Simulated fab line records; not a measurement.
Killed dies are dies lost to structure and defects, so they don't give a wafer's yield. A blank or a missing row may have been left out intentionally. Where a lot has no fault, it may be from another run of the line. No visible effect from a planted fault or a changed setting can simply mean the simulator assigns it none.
Chamber matching | flow gf180mcu | cmp-02 running GF_V2_CMP_26: 4 sister chambers
The step polishes, stops on SiO2, t overpolish 15 s, target thk 0 nm. 4 wafers are shown with their chamber, then 7 later ones without.

WAFERS, EACH WITH ITS CHAMBER
wafer  | chamber | motor-current-A (A)
L702.1 | 3       | 12.3
L704.5 | 1       | 11.7
L720.2 | 0       | 10.5
L720.3 | 2       | 12.7

WAFERS MISSING THEIR CHAMBER
wafer  | motor-current-A (A)
L720.5 | 10.6
L721.1 | 11.2
L721.2 | 12.6
L721.3 | 10.8
L722.2 | 12.2
L722.5 | 12.8
L722.6 | 11.3

CHAMBER TAKEN BY EACH
wafer  | from the rows above          | in truth
L720.5 | 0                            | 0
L721.1 | can't be placed: 1 or 0      | 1
L721.2 | can't be placed: 2 or 3      | 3
L721.3 | 0                            | 0
L722.2 | can't be placed: 3 or 1 or 2 | 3
L722.5 | can't be placed: 2 or 3      | 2
L722.6 | can't be placed: 1 or 0      | 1
Placed correctly: 2 of 7. Can't be placed from these rows: 5 (the true chamber is among the candidates in 5). Placed wrongly: 0.
How it was worked out, from the rows above alone: a wafer's distance from a chamber is the root of the sum, over the readings, of the square of ((its reading less the chamber's mean) divided by the reading's scatter). If the next closest chamber is less than 2 further off than the closest, the wafer can't be placed; otherwise it belongs to the closest. For every chamber, the mean is computed from those of its wafers that are shown. The scatter: with one shown wafer a chamber, the root of the mean of the squares of how far each hidden wafer lies from its nearest shown one.
